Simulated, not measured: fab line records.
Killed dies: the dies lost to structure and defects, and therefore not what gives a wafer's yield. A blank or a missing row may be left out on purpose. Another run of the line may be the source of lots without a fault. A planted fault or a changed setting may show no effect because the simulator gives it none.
The tool behind it: which one? :: flow sky130 :: 33 wafers from 11 lots sampled at 3 of the route's 708 steps

== WHAT THE GAUGES READ, wafer by wafer ==
SKY_CONTACT_THK_MEAS_01.
lot: L574
measured: day 29 20:36
on: filmMetro-04
CONTACT_CVD_00_THK (nm): 73.3 74.3 75.6

lot: L575
measured: day 30 04:02
on: filmMetro-01
CONTACT_CVD_00_THK (nm): 74.5 74.9 74.9

lot: L577
measured: day 31 09:04
on: filmMetro-02
CONTACT_CVD_00_THK (nm): 72.9 74.2 74.5

lot: L578
measured: day 31 18:40
on: filmMetro-01
CONTACT_CVD_00_THK (nm): 74.7 75.8 74.8

lot: L579
measured: day 31 22:43
on: filmMetro-02
CONTACT_CVD_00_THK (nm): 74.4 75.6 75.4

lot: L584
measured: day 33 17:36
on: filmMetro-02
CONTACT_CVD_00_THK (nm): 74.0 73.7 73.1

lot: L589
measured: day 35 02:31
on: filmMetro-02
CONTACT_CVD_00_THK (nm): 24.7 75.5 24.6

lot: L591
measured: day 35 14:31
on: filmMetro-04
CONTACT_CVD_00_THK (nm): 75.6 25.3 75.5

lot: L594
measured: day 37 18:11
on: filmMetro-04
CONTACT_CVD_00_THK (nm): 74.3 74.4 75.4

lot: L592
measured: day 37 19:38
on: filmMetro-02
CONTACT_CVD_00_THK (nm): 72.7 74.8 75.7

lot: L596
measured: day 37 21:16
on: filmMetro-02
CONTACT_CVD_00_THK (nm): 74.8 75.3 76.8

== TOOL THAT RAN EACH LOT (tool first, then ch and the chambers of the sampled wafers, then the start) ==
lot: L574
SKY_LOCAL_INTERCONNECT_STRIP_15: plasmaAsher-02 ch 0,1, day 29 19:58
SKY_CONTACT_CVD_00: pecvd-04 ch 0,1, day 29 20:34

lot: L575
SKY_LOCAL_INTERCONNECT_STRIP_15: plasmaAsher-02 ch 0,1, day 30 03:24
SKY_CONTACT_CVD_00: pecvd-04 ch 0,1,2, day 30 04:00

lot: L577
SKY_LOCAL_INTERCONNECT_STRIP_15: plasmaAsher-01 ch 0,1, day 31 08:16
SKY_CONTACT_CVD_00: pecvd-02 ch 0,1,2, day 31 09:01

lot: L578
SKY_LOCAL_INTERCONNECT_STRIP_15: plasmaAsher-03 ch 0,1, day 31 17:57
SKY_CONTACT_CVD_00: pecvd-02 ch 0,2, day 31 18:37

lot: L579
SKY_LOCAL_INTERCONNECT_STRIP_15: plasmaAsher-01 ch 0,1, day 31 22:04
SKY_CONTACT_CVD_00: pecvd-04 ch 0,2, day 31 22:41

lot: L584
SKY_LOCAL_INTERCONNECT_STRIP_15: plasmaAsher-02 ch 0,1, day 33 16:58
SKY_CONTACT_CVD_00: pecvd-02 ch 0,1,2, day 33 17:34

lot: L589
SKY_LOCAL_INTERCONNECT_STRIP_15: plasmaAsher-02 ch 0,1, day 35 01:49
SKY_CONTACT_CVD_00: pecvd-04 ch 0,2, day 35 02:28

lot: L591
SKY_LOCAL_INTERCONNECT_STRIP_15: plasmaAsher-02 ch 0,1, day 35 13:53
SKY_CONTACT_CVD_00: pecvd-04 ch 0,2, day 35 14:28

lot: L594
SKY_LOCAL_INTERCONNECT_STRIP_15: plasmaAsher-03 ch 0,1, day 37 17:31
SKY_CONTACT_CVD_00: pecvd-03 ch 0,1,2, day 37 18:09

lot: L592
SKY_LOCAL_INTERCONNECT_STRIP_15: plasmaAsher-01 ch 0,1, day 37 18:58
SKY_CONTACT_CVD_00: pecvd-02 ch 1,2, day 37 19:36

lot: L596
SKY_LOCAL_INTERCONNECT_STRIP_15: plasmaAsher-01 ch 1, day 37 20:37
SKY_CONTACT_CVD_00: pecvd-03 ch 1,2, day 37 21:13
- SKY_LOCAL_INTERCONNECT_STRIP_15: strips in O2/N2.
- SKY_CONTACT_CVD_00: deposits Si3N4, target thk 75 nm.

== THE ANSWER, worked out from the rows above alone ==
Rule: the lots themselves supply what counts as usual. The widest of any qualifying gaps counts: lots, ordered by their means at a reading, are off when they make up no more than a third of the lots, leave a main group of 4 or more, and stand apart from it by 3 or more times the standard deviation of that group's means. A main group is skipped when, at the precision printed for the reading in the tables above, its means are all equal. A lot without any number at a reading at which 4 lots or more have one is off too. Where the step has rows for the other lots, those lots are counted as sound.
Off: L589, L591, seen at SKY_CONTACT_THK_MEAS_01 (CONTACT_CVD_00_THK). Mean 74.6 nm and standard deviation 0.6 in the main group.
If a tool, at a process step before that reading, ran all the lots that are off and no sound lot after the first of them, it fits. Those tools and the gauges at SKY_CONTACT_THK_MEAS_01 are tried in the same way. 2 tools fit, plasmaAsher-02 at SKY_LOCAL_INTERCONNECT_STRIP_15 and pecvd-04 at SKY_CONTACT_CVD_00, so this cannot tell which one it is.

== WHAT THE SIMULATOR HAD INSERTED ==
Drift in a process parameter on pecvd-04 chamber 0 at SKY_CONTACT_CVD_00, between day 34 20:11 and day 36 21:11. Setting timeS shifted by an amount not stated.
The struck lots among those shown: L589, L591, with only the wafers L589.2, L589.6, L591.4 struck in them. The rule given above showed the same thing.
